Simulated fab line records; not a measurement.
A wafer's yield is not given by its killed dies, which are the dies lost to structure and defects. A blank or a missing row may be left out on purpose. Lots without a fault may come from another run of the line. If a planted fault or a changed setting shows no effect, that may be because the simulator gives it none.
fab line records    flow sky130
record lots=5  wafers=15  lastDay=49
route steps=708 shown NWELL@66 PWDE@84 VT_ADJUST_HVTP@85 VT_ADJUST_LVTN@97
lots that met no fault: from a run of the same line without faults
startH: start of the lot's first displayed wafer, in hours after the record's first day    waitH: time in hours since the lot's previous step    " the same as in the row above    L1.1+2: one row covering several wafers at once    - no value present, or no start provided    * or withheld: withheld    < > ~ a bound
route shown NAME@n: names a module that has steps shown in the file, with the first one's number in the route    usual: the fault-free wafers' mean and standard deviation    same: alike in all rows    chamber/n: place in a boat    sites: the reading at each site    _std_site: standard deviation across them    _edge_site: outer sites' mean less inner sites'    radiusMm: how far each site lies from the wafer's centre    mask NAME#n: copy n    behind: tool/chamber where the wafer was last shaped    hold: what put the lot on hold/how long, in hours/how the hold closed    device: names the non-switching transistor (n, p or np)    end of line: the route-end tests of the same wafers    a step with no rows: only its recipe    killed: dies that structure and defects cost at the first sort, which is not the same as the wafer's yield    map: the dies of a wafer, with x for killed, . for not killed, _ for no die there
set.NAME: setting as actually run; set.NAME@STEP: the setting as run at that earlier step    model.NAME: the simulator's own value behind a step, which no gauge read
lots seen at some steps along the route; tables by step, rows by wafer
services: a tool's chamber out of use, with start hour (startH, from the record's first day; less than 0 if before it), hours out, and reason
## steps
# step SKY_NWELL_IMPLANT_13
# recipe species=P  energyKev=50  doseCm2=7e+11  tiltDeg=withheld
# step SKY_NWELL_STRIP_14
# recipe chemistry=O2/N2  powerW=1400  pressureMtorr=1500  platenTempC=withheld  o2FlowSccm=3000  n2FlowSccm=300  overashFraction=0.5
# usual drypumpMotorCurrentA=5.6/0.68  oesProductAu=0.722/0.0049  stripTimeToEndpointS=36.94/0.1
lot.wafer  tool            chamber  startH  waitH  drypumpMotorCurrentA  oesProductAu  rfHoursCounterH  stripTimeToEndpointS
L647.1     plasmaAsher-04  1        94.80   0.1    4.9                   0.720         41               37.02
L647.2     "               0        "       "      6.3                   0.729         41               37.05
L647.4     "               0        "       "      6.3                   0.722         -                37.16
L650.1     plasmaAsher-04  1        106.92  0.1    5.0                   0.720         43               37.00
L650.3     "               0        "       "      6.3                   0.708         -                37.06
L650.6     "               0        "       "      6.3                   0.721         -                36.98
L654.1     plasmaAsher-04  0        135.70  0.1    6.4                   0.721         1                36.97
L654.3     "               0        "       "      6.4                   0.728         -                37.07
L654.5     "               0        "       "      6.4                   0.721         -                36.97
L658.1     plasmaAsher-01  0        157.85  0.1    4.8                   0.715         49               36.84
L658.2     "               1        "       "      5.0                   0.717         49               36.83
L658.3     "               1        "       "      5.0                   0.715         -                36.82
L665.1     plasmaAsher-02  1        198.82  0.1    6.5                   0.723         50               37.13
L665.3     "               0        "       "      5.8                   0.727         -                36.98
L665.5     "               1        "       "      6.5                   0.719         -                37.08
# step SKY_NWELL_TW_MEAS_15
# usual NWELL_TW=1818/10
lot.wafer  tool          chamber  startH  waitH  NWELL_TW
L647.1     filmMetro-01  -        94.90   0.1    1812
L647.2     "             -        "       "      1818
L647.4     "             -        "       "      1814
L650.1     filmMetro-03  -        107.02  0.1    1817
L650.3     "             -        "       "      1824
L650.6     "             -        "       "      1819
L654.1     filmMetro-03  -        135.80  0.1    1816
L654.3     "             -        "       "      1819
L654.5     "             -        "       "      1815
L658.1     filmMetro-01  -        157.95  0.1    1803
L658.2     "             -        "       "      1816
L658.3     "             -        "       "      1809
L665.1     filmMetro-03  -        198.92  0.1    1835
L665.3     "             -        "       "      1832
L665.5     "             -        "       "      1836
# step SKY_NWELL_DEHYDRATE_16
# recipe tempC=200  timeS=60
# step SKY_NWELL_HMDS_17
# recipe primeTimeS=60  primeTempC=120
# step SKY_NWELL_COAT_18
# recipe spinRpm=2000  resistThkNm=3000
# step SKY_NWELL_SOFTBAKE_19
# recipe tempC=110  timeS=withheld
# step SKY_NWELL_EXPOSE_20
# recipe maskId=NWM_COMPLEMENT  na=0.6  sourceShape=conventional  sigmaOuter=0.6  polarization=unpolarized  targetCdNm=840  doseMj=260
# step SKY_NWELL_PEB_21
# recipe tempC=115  timeS=withheld
# step SKY_NWELL_DEVELOP_22
# recipe wallAngleDeg=90  developer=TMAH  developTimeS=60  devTempC=23
# step SKY_NWELL_OVL_MEAS_23
# usual NWELL_01_OVL=0.7/1.2
lot.wafer  tool        chamber  startH  waitH  NWELL_01_OVL[nm]
L647.1     overlay-02  -        112.89  -      2.2
L647.2     "           -        "       "      -0.3
L647.4     "           -        "       "      -0.3
L650.1     overlay-02  -        125.96  -      1.2
L650.3     "           -        "       "      1.6
L650.6     "           -        "       "      0.4
L654.1     overlay-02  -        154.99  -      0.0
L654.3     "           -        "       "      0.6
L654.5     "           -        "       "      0.3
L658.1     overlay-02  -        178.36  -      0.5
L658.2     "           -        "       "      -0.3
L658.3     "           -        "       "      -0.7
L665.1     overlay-02  -        219.36  -      1.4
L665.3     "           -        "       "      -0.4
L665.5     "           -        "       "      1.3
# step SKY_NWELL_IMPLANT_24
# recipe species=B  energyKev=140  doseCm2=9.2e+12  tiltDeg=withheld
# step SKY_NWELL_STRIP_25
# recipe chemistry=O2/N2  powerW=1400  pressureMtorr=1500  platenTempC=withheld  o2FlowSccm=3000  n2FlowSccm=300  overashFraction=0.5
# usual drypumpMotorCurrentA=5.7/0.64  oesProductAu=0.722/0.0046  stripTimeToEndpointS=36.92/0.12
lot.wafer  tool            chamber  startH  waitH  drypumpMotorCurrentA  oesProductAu  rfHoursCounterH  stripTimeToEndpointS  model.coat_of_NWELL_COAT_18.thkNm
L647.1     plasmaAsher-02  1        113.07  0.1    6.5                   0.715         42               36.89                 0
L647.2     "               0        "       "      5.8                   0.727         42               36.81                 0
L647.4     "               0        "       "      5.8                   0.732         -                36.82                 0
L650.1     plasmaAsher-01  0        126.15  0.1    4.8                   0.722         46               36.98                 0
L650.3     "               0        "       "      4.8                   0.725         -                36.89                 0
L650.6     "               0        "       "      4.8                   0.720         -                36.79                 0
L654.1     plasmaAsher-04  0        155.17  0.1    6.3                   0.725         3                36.84                 0
L654.3     "               1        "       "      5.0                   0.726         -                36.78                 0
L654.5     "               1        "       "      4.9                   0.718         -                36.84                 0
L658.1     plasmaAsher-04  1        178.55  0.1    4.9                   0.729         6                36.96                 0
L658.2     "               0        "       "      6.4                   0.723         6                36.92                 0
L658.3     "               1        "       "      4.9                   0.729         -                36.85                 0
L665.1     plasmaAsher-01  0        219.55  0.1    4.8                   0.949         55               -                     799.9
L665.3     "               0        "       "      4.8                   0.962         -                -                     798.1
L665.5     "               0        "       "      4.8                   0.954         -                -                     799.4
# step SKY_NWELL_TW_MEAS_26
# usual NWELL_2_TW=495.8/3
lot.wafer  tool          chamber  startH  waitH  NWELL_2_TW
L647.1     filmMetro-01  -        113.17  0.1    495.7
L647.2     "             -        "       "      496.7
L647.4     "             -        "       "      498.5
L650.1     filmMetro-03  -        126.25  0.1    498.0
L650.3     "             -        "       "      496.7
L650.6     "             -        "       "      497.2
L654.1     filmMetro-04  -        155.27  0.1    492.5
L654.3     "             -        "       "      491.8
L654.5     "             -        "       "      490.7
L658.1     filmMetro-04  -        178.65  0.1    493.7
L658.2     "             -        "       "      493.3
L658.3     "             -        "       "      494.8
L665.1     filmMetro-03  -        219.65  0.1    493.5
L665.3     "             -        "       "      493.7
L665.5     "             -        "       "      494.3
# step SKY_NWELL_CLEAN_27
# recipe chemistry=SC1/SC2  mix=1:4:20  tempC=70  timeS=150  dry=n2Spin
# step SKY_NWELL_RTA_28
# recipe tempC=1050  timeS=30  idleTempC=650  rampUpCPerS=150  rampDownCPerS=90  ambient=N2
# usual lampPowerPct=25.30/0.054  rampDownCPerS=90.000/0.017  wafer_temp_C_max=1055.0/0.93
lot.wafer  tool          chamber  startH  waitH  lampPowerPct  rampDownCPerS  wafer_temp_C_max
L647.1     rtpAnneal-01  0        113.28  0.0    25.29         90.000         1053.5
L647.2     "             0        "       "      25.33         90.013         1055.9
L647.4     "             0        "       "      25.25         89.998         1056.1
L650.1     rtpAnneal-02  0        126.36  0.0    25.29         89.998         1056.0
L650.3     "             0        "       "      25.34         90.010         1053.9
L650.6     "             0        "       "      25.36         90.020         1055.3
L654.1     rtpAnneal-02  0        155.38  0.0    25.39         90.007         1054.5
L654.3     "             0        "       "      25.36         90.002         1054.4
L654.5     "             0        "       "      25.36         89.984         1055.8
L658.1     rtpAnneal-01  0        178.76  0.0    25.30         90.012         1054.1
L658.2     "             0        "       "      25.33         89.992         1054.7
L658.3     "             0        "       "      25.34         89.982         1054.9
L665.1     rtpAnneal-02  0        219.76  0.0    25.26         90.024         1054.8
L665.3     "             0        "       "      25.24         89.975         1055.6
L665.5     "             0        "       "      25.42         90.013         1054.4
# step SKY_NWELL_RS_MEAS_29
# recipe thkMeasGauge=four-point-probe
# usual NWELL_RS=623.6/1.5
lot.wafer  tool          chamber  startH  waitH  NWELL_RS[ohm/sq]
L647.1     filmMetro-04  -        113.38  0.1    622.8
L647.2     "             -        "       "      624.8
L647.4     "             -        "       "      625.9
L650.1     filmMetro-04  -        126.46  0.1    622.1
L650.3     "             -        "       "      621.5
L650.6     "             -        "       "      621.9
L654.1     filmMetro-03  -        155.48  0.1    626.1
L654.3     "             -        "       "      622.1
L654.5     "             -        "       "      624.6
L658.1     filmMetro-03  -        178.86  0.1    623.0
L658.2     "             -        "       "      624.1
L658.3     "             -        "       "      624.2
L665.1     filmMetro-04  -        219.86  0.1    621.4
L665.3     "             -        "       "      622.4
L665.5     "             -        "       "      623.6
# step SKY_NWELL_RS_MEAS_31
# recipe thkMeasGauge=four-point-probe
# usual PWDE_RS=5269/24
lot.wafer  tool          chamber  startH  waitH  PWDE_RS[ohm/sq]
L647.1     filmMetro-04  -        113.62  0.1    5239
L647.2     "             -        "       "      5230
L647.4     "             -        "       "      5219
L650.1     filmMetro-04  -        126.70  0.1    5300
L650.3     "             -        "       "      5266
L650.6     "             -        "       "      5255
L654.1     filmMetro-03  -        155.72  0.1    5255
L654.3     "             -        "       "      5261
L654.5     "             -        "       "      5250
L658.1     filmMetro-03  -        179.10  0.1    5244
L658.2     "             -        "       "      5247
L658.3     "             -        "       "      5223
L665.1     filmMetro-04  -        220.10  0.1    5265
L665.3     "             -        "       "      5292
L665.5     "             -        "       "      5292
# step SKY_VT_ADJUST_HVTP_DEHYDRATE_00
# recipe tempC=200  timeS=60
# step SKY_VT_ADJUST_HVTP_HMDS_01
# recipe primeTimeS=58.52  primeTempC=120
# step SKY_VT_ADJUST_HVTP_COAT_02
# recipe resist=NOVOLAK  spinRpm=3000  resistThkNm=1140
# step SKY_VT_ADJUST_HVTP_SOFTBAKE_03
# recipe tempC=90  timeS=60  resist=NOVOLAK
# step SKY_VT_ADJUST_HVTP_EXPOSE_04
# recipe maskId=HVTPM  na=0.6  sourceShape=conventional  sigmaOuter=0.6  polarization=unpolarized  targetCdNm=380  doseMj=140
# step SKY_VT_ADJUST_HVTP_PEB_05
# recipe tempC=withheld  timeS=*  resist=NOVOLAK
# step SKY_VT_ADJUST_HVTP_DEVELOP_06
# recipe resist=NOVOLAK  developer=TMAH  developTimeS=60  devTempC=23
# step SKY_VT_ADJUST_HVTP_CD_MEAS_07
# recipe targetCdNm=380
# usual cdNm=380.4/2.6
lot.wafer  tool      chamber  startH  waitH  cdNm
L647.1     cdSem-02  -        132.54  0.1    377.5
L647.2     "         -        "       "      379.3
L647.4     "         -        "       "      378.6
L650.1     cdSem-01  -        145.44  0.1    377.7
L650.3     "         -        "       "      382.1
L650.6     "         -        "       "      380.6
L654.1     cdSem-01  -        174.91  0.1    378.8
L654.3     "         -        "       "      381.5
L654.5     "         -        "       "      380.0
L658.1     cdSem-02  -        199.44  0.1    381.5
L658.2     "         -        "       "      379.7
L658.3     "         -        "       "      380.5
L665.1     cdSem-01  -        243.26  0.1    381.6
L665.3     "         -        "       "      383.7
L665.5     "         -        "       "      384.1
# step SKY_VT_ADJUST_HVTP_OVL_MEAS_08
# usual VT_ADJUST_HVTP_OVL=-0.1/1.4
lot.wafer  tool        chamber  startH  waitH  VT_ADJUST_HVTP_OVL[nm]
L647.1     overlay-02  -        132.66  0.1    0.0
L647.2     "           -        "       "      0.2
L647.4     "           -        "       "      2.2
L650.1     overlay-01  -        145.56  0.1    0.7
L650.3     "           -        "       "      -0.1
L650.6     "           -        "       "      -0.6
L654.1     overlay-01  -        175.03  0.1    -2.3
L654.3     "           -        "       "      -1.1
L654.5     "           -        "       "      -3.5
L658.1     overlay-01  -        199.56  0.1    0.4
L658.2     "           -        "       "      -0.2
L658.3     "           -        "       "      -0.8
L665.1     overlay-02  -        243.38  0.1    -1.6
L665.3     "           -        "       "      -0.3
L665.5     "           -        "       "      0.2
# step SKY_VT_ADJUST_HVTP_IMPLANT_09
# recipe species=As  energyKev=150  doseCm2=4.3e+12  tiltDeg=withheld
# step SKY_VT_ADJUST_HVTP_STRIP_10
# recipe chemistry=O2/N2  powerW=1400  pressureMtorr=1500  platenTempC=withheld  o2FlowSccm=3000  n2FlowSccm=300  overashFraction=0.5
# usual drypumpMotorCurrentA=5.5/0.64  oesProductAu=0.715/0.0044  stripTimeToEndpointS=14.17/0.045
lot.wafer  tool            chamber  startH  waitH  drypumpMotorCurrentA  oesProductAu  rfHoursCounterH  stripTimeToEndpointS
L647.1     plasmaAsher-03  1        132.84  0.1    6.0                   0.710         33               14.19
L647.2     "               0        "       "      6.0                   0.719         33               14.16
L647.4     "               1        "       "      6.0                   0.716         -                14.15
L650.1     plasmaAsher-01  0        145.74  0.1    4.8                   0.722         48               14.28
L650.3     "               0        "       "      4.9                   0.710         -                14.23
L650.6     "               1        "       "      5.0                   0.714         -                14.21
L654.1     plasmaAsher-01  0        175.22  0.1    4.9                   0.714         51               14.21
L654.3     "               1        "       "      5.0                   0.713         -                14.18
L654.5     "               1        "       "      5.0                   0.715         -                14.17
L658.1     plasmaAsher-04  1        199.74  0.1    4.9                   0.716         8                14.19
L658.2     "               0        "       "      6.4                   0.716         8                14.22
L658.3     "               1        "       "      4.9                   0.727         -                14.15
L665.1     plasmaAsher-03  0        243.57  0.1    6.0                   0.728         44               26.26
L665.3     "               1        "       "      6.0                   0.716         -                26.25
L665.5     "               1        "       "      6.0                   0.723         -                26.25
# step SKY_VT_ADJUST_HVTP_TW_MEAS_11
# usual VT_ADJUST_HVTP_TW=1354/8.7
lot.wafer  tool          chamber  startH  waitH  VT_ADJUST_HVTP_TW
L647.1     filmMetro-04  -        132.94  0.1    1350
L647.2     "             -        "       "      1344
L647.4     "             -        "       "      1353
L650.1     filmMetro-01  -        145.84  0.1    1341
L650.3     "             -        "       "      1355
L650.6     "             -        "       "      1357
L654.1     filmMetro-01  -        175.32  0.1    1350
L654.3     "             -        "       "      1354
L654.5     "             -        "       "      1358
L658.1     filmMetro-02  -        199.84  0.1    1359
L658.2     "             -        "       "      1359
L658.3     "             -        "       "      1366
L665.1     filmMetro-02  -        243.71  0.1    30
L665.3     "             -        "       "      30
L665.5     "             -        "       "      30
# step SKY_VT_ADJUST_LVTN_DEHYDRATE_00
# recipe tempC=200  timeS=60
## services
tool            chamber  startH  hours  kind
plasmaAsher-04  -        108.75  9.0    pm
plasmaAsher-04  0        108.75  9.0    ventCycle
plasmaAsher-04  1        108.75  9.0    ventCycle
plasmaAsher-04  0        117.75  -      clean
plasmaAsher-04  1        117.75  -      clean
plasmaAsher-03  -        124.72  0.8    repair
plasmaAsher-04  -        129.69  4.3    repair
plasmaAsher-02  -        136.99  0.6    repair
plasmaAsher-02  -        139.60  2.8    repair
plasmaAsher-02  -        167.38  2.8    pm
plasmaAsher-04  -        189.91  2.8    pm
## key
firstSign step=SKY_NWELL_STRIP_25  reading=oesProductAu  direction=up  sigmas=51  usual=0.722  struck=0.955
effect step=SKY_VT_ADJUST_HVTP_STRIP_10  reading=stripTimeToEndpointS  direction=up  sigmas=99+  usual=*  struck=*
effect step=SKY_VT_ADJUST_HVTP_TW_MEAS_11  reading=VT_ADJUST_HVTP_TW  direction=down  sigmas=99+  usual=1354  struck=30
modelEffect step=SKY_NWELL_STRIP_25  value=coat_of_NWELL_COAT_18.thkNm  without=0  struck=799.2
metAt SKY_NWELL_STRIP_25
struckWafers L665.1,L665.3,L665.5
sortLeftOut L665.1,L665.3,L665.5
testerLeftOut L665
onsetBetween 126.15 219.55
fault kind=stripAborted  tool=plasmaAsher-01  chamber=-  onsetH=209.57  steps=SKY_NWELL_STRIP_25  offset=0.54682  endH=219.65
# testerLeftOut: of these lots the tester's yield and bins aren't shown, on N5 and GAA mostly nor the transistor test; their killed dies are dies lost to structure and defects alone, not to doping, threshold or leakage, so they don't give the yield
# sortLeftOut: the simulated sort isn't trusted on such a fault, so these wafers' sort isn't shown, and their yield isn't known
